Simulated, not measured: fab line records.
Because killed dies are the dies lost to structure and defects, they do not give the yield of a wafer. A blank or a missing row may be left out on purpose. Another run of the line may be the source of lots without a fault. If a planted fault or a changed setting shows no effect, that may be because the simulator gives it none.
Comparing a struck lot with a sound one | flow sky130 | 19 steps out of a route of 708
Sound: wafers L841.2, L841.3, L841.5. Wafers struck: L851.1, L851.2, L851.3. The cause comes at the end.
Each step with rows lists, per side, the tool, then ch with its chambers, then its first start. Under that, the readings that differ: sound wafers | struck wafers | difference of the means | sigmas: that difference in standard deviations of wafers without a fault.
alike: same words and numbers on both sides, and readings whose means sit less than 2 such deviations apart. not compared: any withheld reading, any reading some wafer has no value for, any bound like >300 that may hide the same value, and any number with overlapping values for which the record gives no deviation.
Wherever a step has rows on one side only, a row that says differs or no value, or a row with sigmas, the two part there. Numbers that have no deviation but don't overlap get no sigmas and don't part them. Lack of a reading on every wafer of one side parts them only where that side has two or more wafers.

first, 4 steps without rows for these wafers: SKY_NWELL_SOFTBAKE_06; SKY_NWELL_EXPOSE_07 (exposes mask NWM, target cd 840 nm); SKY_NWELL_PEB_08; SKY_NWELL_DEVELOP_09 (develop time 60 s).
SKY_NWELL_OVL_MEAS_10:
  struck on overlay-01, day 6 23:35; sound on overlay-02, day 4 15:41
  alike: NWELL_00_OVL
then, 3 steps without rows for these wafers: SKY_NWELL_IMPLANT_11; SKY_NWELL_IMPLANT_12; SKY_NWELL_IMPLANT_13.
SKY_NWELL_STRIP_14: strips in O2/N2.
  sound on plasma_asher-01 ch 0,1, day 4 16:10; struck on plasma_asher-01 ch 0,1, day 7 00:24
  alike: drypump_motor_current_A, o2_flow_sccm, oes_product_au, strip_time_to_endpoint_s
  not compared: rf_hours_counter_h
SKY_NWELL_TW_MEAS_15:
  struck on film_metro-01, day 7 00:30; sound on film_metro-04, day 4 16:17
  alike: NWELL_TW
then, 2 steps without rows for these wafers: SKY_NWELL_DEHYDRATE_16 (time 60 s); SKY_NWELL_HMDS_17 (prime time 60 s).
SKY_NWELL_COAT_18: resist thk 3000 nm.
  sound on litho_track-02 ch 0, day 5 01:05; struck on litho_track-04, day 7 09:38
  no value came back on the struck wafers for chill_plate_temp_C (C), dispense_pressure_kPa (kPa); on the sound wafers chill_plate_temp_C (C) reads 23.09 23.09 23.00
then, 4 steps without rows for these wafers: SKY_NWELL_SOFTBAKE_19; SKY_NWELL_EXPOSE_20 (exposes mask NWM COMPLEMENT, target cd 840 nm); SKY_NWELL_PEB_21; SKY_NWELL_DEVELOP_22 (develop time 60 s).
SKY_NWELL_OVL_MEAS_23:
  struck on overlay-02, day 7 20:02; sound on overlay-01, day 5 10:14
  reading           | sound        | struck | difference                    | sigmas
  NWELL_01_OVL (nm) | 1.2 -0.5 0.5 | - - -  | no value on the struck wafers |
next, for these wafers, 1 step has no rows: SKY_NWELL_IMPLANT_24.

WHERE THEY PART
First at SKY_NWELL_COAT_18; last, within this record, at SKY_NWELL_OVL_MEAS_23.

WHY: what the simulator had put in
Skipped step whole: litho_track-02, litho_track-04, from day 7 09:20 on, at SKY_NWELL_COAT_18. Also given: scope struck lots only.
